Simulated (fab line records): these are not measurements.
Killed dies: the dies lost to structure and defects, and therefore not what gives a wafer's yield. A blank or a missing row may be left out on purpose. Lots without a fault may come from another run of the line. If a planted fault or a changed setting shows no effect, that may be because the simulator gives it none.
The tool behind it: which one? || flow sfq_line || 42 wafers from 15 lots sampled at 4 of the route's 325 steps

== WHAT THE GAUGES READ, wafer by wafer ==
SFQ_INCOMING_BOW_MEAS_900.
{"lot": "L225", "measured": "day 1 10:01", "on": "film_metro-03", "INCOMING_BOW (um)": "-1 -5 -6"}
{"lot": "L227", "measured": "day 1 20:02", "on": "film_metro-01", "INCOMING_BOW (um)": "0 -11 3"}
{"lot": "L228", "measured": "day 2 01:00", "on": "film_metro-04", "INCOMING_BOW (um)": "5 -6 4"}
{"lot": "L229", "measured": "day 2 06:01", "on": "film_metro-03", "INCOMING_BOW (um)": "1 -3 -1"}
{"lot": "L230", "measured": "day 2 11:04", "on": "film_metro-03", "INCOMING_BOW (um)": "11 -1 9"}
{"lot": "L231", "measured": "day 2 16:02", "on": "film_metro-03", "INCOMING_BOW (um)": "-5 3 5"}
{"lot": "L232", "measured": "day 2 21:00", "on": "film_metro-01", "INCOMING_BOW (um)": "2 -4 -1"}
{"lot": "L233", "measured": "day 3 02:00", "on": "film_metro-04", "INCOMING_BOW (um)": "1 1 -11"}
{"lot": "L235", "measured": "day 3 12:00", "on": "film_metro-04", "INCOMING_BOW (um)": "3 5"}
{"lot": "L237", "measured": "day 3 22:01", "on": "film_metro-03", "INCOMING_BOW (um)": "4 0"}
{"lot": "L239", "measured": "day 4 08:00", "on": "film_metro-03", "INCOMING_BOW (um)": "-12 -10"}
{"lot": "L244", "measured": "day 5 09:01", "on": "film_metro-03", "INCOMING_BOW (um)": "9 0 7"}
{"lot": "L245", "measured": "day 5 14:01", "on": "film_metro-04", "INCOMING_BOW (um)": "-3 -3 2"}
{"lot": "L246", "measured": "day 5 19:00", "on": "film_metro-01", "INCOMING_BOW (um)": "4 -10 -1"}
{"lot": "L247", "measured": "day 6 00:00", "on": "film_metro-04", "INCOMING_BOW (um)": "4 -10 1"}

SFQ_I3_BOW_MEAS_922.
{"lot": "L225", "measured": "day 29 21:43", "on": "film_metro-04", "I3_BOW (um)": "-20 -24 -24"}
{"lot": "L227", "measured": "day 30 02:32", "on": "film_metro-01", "I3_BOW (um)": "-1 -12 3"}
{"lot": "L228", "measured": "day 30 17:29", "on": "film_metro-01", "I3_BOW (um)": "9 -1 9"}
{"lot": "L229", "measured": "day 31 00:07", "on": "film_metro-01", "I3_BOW (um)": "-4 -8 -6"}
{"lot": "L230", "measured": "day 31 13:21", "on": "film_metro-04", "I3_BOW (um)": "25 13 23"}
{"lot": "L231", "measured": "day 31 19:20", "on": "film_metro-04", "I3_BOW (um)": "-4 4 5"}
{"lot": "L232", "measured": "day 34 02:25", "on": "film_metro-04", "I3_BOW (um)": "14 8 11"}
{"lot": "L233", "measured": "day 34 04:04", "on": "film_metro-01", "I3_BOW (um)": "7 7 -5"}
{"lot": "L235", "measured": "day 39 04:20", "on": "film_metro-02", "I3_BOW (um)": "21 23"}
{"lot": "L237", "measured": "day 44 12:54", "on": "film_metro-02", "I3_BOW (um)": "4 -1"}
{"lot": "L239", "measured": "day 44 17:00", "on": "film_metro-04", "I3_BOW (um)": "-7 -7"}
{"lot": "L244", "measured": "day 45 05:01", "on": "film_metro-01", "I3_BOW (um)": "15 4 13"}
{"lot": "L245", "measured": "day 45 08:01", "on": "film_metro-04", "I3_BOW (um)": "0 0 7"}
{"lot": "L246", "measured": "day 45 11:00", "on": "film_metro-02", "I3_BOW (um)": "2 -12 -4"}
{"lot": "L247", "measured": "day 45 12:53", "on": "film_metro-01", "I3_BOW (um)": "2 -13 -2"}

== WHAT TOOL EACH LOT RAN ON (gives the tool, then ch and the chambers of the sampled wafers, and finally the start) ==
{"lot": "L225", "SFQ_TRILAYER_M0_LITHO_COAT_026": "litho_track-04 ch 0, day 4 23:12", "SFQ_TRILAYER_M0_BARC_OPEN_METAL_ETCH_031": "rie_metal-03 ch 0,1, day 8 16:34"}
{"lot": "L227", "SFQ_TRILAYER_M0_LITHO_COAT_026": "litho_track-03 ch 0, day 7 17:34", "SFQ_TRILAYER_M0_BARC_OPEN_METAL_ETCH_031": "rie_metal-04 ch 0, day 11 21:54"}
{"lot": "L228", "SFQ_TRILAYER_M0_LITHO_COAT_026": "litho_track-01 ch 0, day 8 10:32", "SFQ_TRILAYER_M0_BARC_OPEN_METAL_ETCH_031": "rie_metal-01 ch 0,1, day 12 13:28"}
{"lot": "L229", "SFQ_TRILAYER_M0_LITHO_COAT_026": "litho_track-03 ch 0, day 8 23:47", "SFQ_TRILAYER_M0_BARC_OPEN_METAL_ETCH_031": "rie_metal-03 ch 0,1, day 13 05:04"}
{"lot": "L230", "SFQ_TRILAYER_M0_LITHO_COAT_026": "litho_track-04 ch 0, day 9 05:53", "SFQ_TRILAYER_M0_BARC_OPEN_METAL_ETCH_031": "rie_metal-01 ch 0,1, day 13 06:17"}
{"lot": "L231", "SFQ_TRILAYER_M0_LITHO_COAT_026": "litho_track-04 ch 0, day 9 10:37", "SFQ_TRILAYER_M0_BARC_OPEN_METAL_ETCH_031": "rie_metal-03 ch 0,1, day 13 07:29"}
{"lot": "L232", "SFQ_TRILAYER_M0_LITHO_COAT_026": "litho_track-01 ch 0, day 9 18:56", "SFQ_TRILAYER_M0_BARC_OPEN_METAL_ETCH_031": "rie_metal-04 ch 0,1, day 13 08:40"}
{"lot": "L233", "SFQ_TRILAYER_M0_LITHO_COAT_026": "litho_track-03 ch 0, day 10 05:43", "SFQ_TRILAYER_M0_BARC_OPEN_METAL_ETCH_031": "rie_metal-03 ch 0,1, day 13 09:52"}
{"lot": "L235", "SFQ_TRILAYER_M0_LITHO_COAT_026": "litho_track-01 ch 0, day 10 19:16", "SFQ_TRILAYER_M0_BARC_OPEN_METAL_ETCH_031": "rie_metal-03 ch 0, day 13 12:16"}
{"lot": "L237", "SFQ_TRILAYER_M0_LITHO_COAT_026": "litho_track-01 ch 0, day 11 11:32", "SFQ_TRILAYER_M0_BARC_OPEN_METAL_ETCH_031": "rie_metal-04 ch 1, day 13 15:52"}
{"lot": "L239", "SFQ_TRILAYER_M0_LITHO_COAT_026": "litho_track-01 ch 0, day 12 05:01", "SFQ_TRILAYER_M0_BARC_OPEN_METAL_ETCH_031": "rie_metal-03 ch 0, day 13 18:20"}
{"lot": "L244", "SFQ_TRILAYER_M0_LITHO_COAT_026": "litho_track-03 ch 0, day 13 13:23", "SFQ_TRILAYER_M0_BARC_OPEN_METAL_ETCH_031": "rie_metal-04 ch 0,1, day 14 00:16"}
{"lot": "L245", "SFQ_TRILAYER_M0_LITHO_COAT_026": "litho_track-04 ch 0, day 13 20:35", "SFQ_TRILAYER_M0_BARC_OPEN_METAL_ETCH_031": "rie_metal-04 ch 0,1, day 14 01:28"}
{"lot": "L246", "SFQ_TRILAYER_M0_LITHO_COAT_026": "litho_track-03 ch 0, day 14 03:44", "SFQ_TRILAYER_M0_BARC_OPEN_METAL_ETCH_031": "rie_metal-01 ch 0,1, day 14 06:01"}
{"lot": "L247", "SFQ_TRILAYER_M0_LITHO_COAT_026": "litho_track-03 ch 0, day 14 08:33", "SFQ_TRILAYER_M0_BARC_OPEN_METAL_ETCH_031": "rie_metal-03 ch 0, day 14 10:50"}
- SFQ_TRILAYER_M0_LITHO_COAT_026: resist thk 62 nm.
- SFQ_TRILAYER_M0_BARC_OPEN_METAL_ETCH_031: etches BARC in O2, target depth 125 nm, time 41.7 s.

== AS READ BY THE TOOLS THEMSELVES (means over the sampled wafers that have a number; for cases with no such wafer, the mark the record gives instead) ==
SFQ_TRILAYER_M0_BARC_OPEN_METAL_ETCH_031.
{"lot": "L225", "tool": "rie_metal-03", "drypump_motor_current_A (A)": 5.8, "he_backside_leak_sccm (sccm)": 3.3, "oes_product_au (a.u.)": 0.681}
{"lot": "L227", "tool": "rie_metal-04", "drypump_motor_current_A (A)": 6.3, "he_backside_leak_sccm (sccm)": 3.4, "oes_product_au (a.u.)": 0.686}
{"lot": "L228", "tool": "rie_metal-01", "drypump_motor_current_A (A)": 5.8, "he_backside_leak_sccm (sccm)": 3.4, "oes_product_au (a.u.)": 0.688}
{"lot": "L229", "tool": "rie_metal-03", "drypump_motor_current_A (A)": 6.0, "he_backside_leak_sccm (sccm)": 3.5, "oes_product_au (a.u.)": 0.679}
{"lot": "L230", "tool": "rie_metal-01", "drypump_motor_current_A (A)": 5.7, "he_backside_leak_sccm (sccm)": 3.5, "oes_product_au (a.u.)": 0.686}
{"lot": "L231", "tool": "rie_metal-03", "drypump_motor_current_A (A)": 6.1, "he_backside_leak_sccm (sccm)": 3.5, "oes_product_au (a.u.)": 0.690}
{"lot": "L232", "tool": "rie_metal-04", "drypump_motor_current_A (A)": 5.9, "he_backside_leak_sccm (sccm)": 3.3, "oes_product_au (a.u.)": 0.676}
{"lot": "L233", "tool": "rie_metal-03", "drypump_motor_current_A (A)": 6.1, "he_backside_leak_sccm (sccm)": 3.4, "oes_product_au (a.u.)": 0.684}
{"lot": "L235", "tool": "rie_metal-03", "drypump_motor_current_A (A)": 5.5, "he_backside_leak_sccm (sccm)": 3.3, "oes_product_au (a.u.)": 0.675}
{"lot": "L237", "tool": "rie_metal-04", "drypump_motor_current_A (A)": 5.7, "he_backside_leak_sccm (sccm)": 3.3, "oes_product_au (a.u.)": 0.674}
{"lot": "L239", "tool": "rie_metal-03", "drypump_motor_current_A (A)": 5.5, "he_backside_leak_sccm (sccm)": 3.4, "oes_product_au (a.u.)": 0.671}
{"lot": "L244", "tool": "rie_metal-04", "drypump_motor_current_A (A)": 5.9, "he_backside_leak_sccm (sccm)": 3.5, "oes_product_au (a.u.)": 0.684}
{"lot": "L245", "tool": "rie_metal-04", "drypump_motor_current_A (A)": 6.1, "he_backside_leak_sccm (sccm)": 3.4, "oes_product_au (a.u.)": 0.690}
{"lot": "L246", "tool": "rie_metal-01", "drypump_motor_current_A (A)": 5.8, "he_backside_leak_sccm (sccm)": 3.4, "oes_product_au (a.u.)": 0.683}
{"lot": "L247", "tool": "rie_metal-03", "drypump_motor_current_A (A)": 5.5, "he_backside_leak_sccm (sccm)": 3.3, "oes_product_au (a.u.)": 0.684}

== THE ANSWER, worked out from the rows above alone ==
Rule: the usual values come from the lots themselves. Put in order of their means at a reading, lots are off if they are a third of the lots or fewer, leave a main group of 4 or more, and stand apart from it by a gap of 3 or more times the standard deviation of the main group's means; of several such gaps the widest counts. If all means in a main group match to the digits the tables above print for the reading, that group is not used. Also off: a lot with no number at a reading for which 4 or more lots have one. Any other lot the step has rows for is counted as sound. The gauges are gone through in route order, then the tools' own readings, and for those a lot's mean is taken as printed above. The first step at which some lot is off is used, and at that step the reading that is off furthest; a lot without a number counts as furthest.
Across all readings shown, no lot is off: no conclusion can be drawn from this.

== WHAT THE SIMULATOR HAD PUT IN ==
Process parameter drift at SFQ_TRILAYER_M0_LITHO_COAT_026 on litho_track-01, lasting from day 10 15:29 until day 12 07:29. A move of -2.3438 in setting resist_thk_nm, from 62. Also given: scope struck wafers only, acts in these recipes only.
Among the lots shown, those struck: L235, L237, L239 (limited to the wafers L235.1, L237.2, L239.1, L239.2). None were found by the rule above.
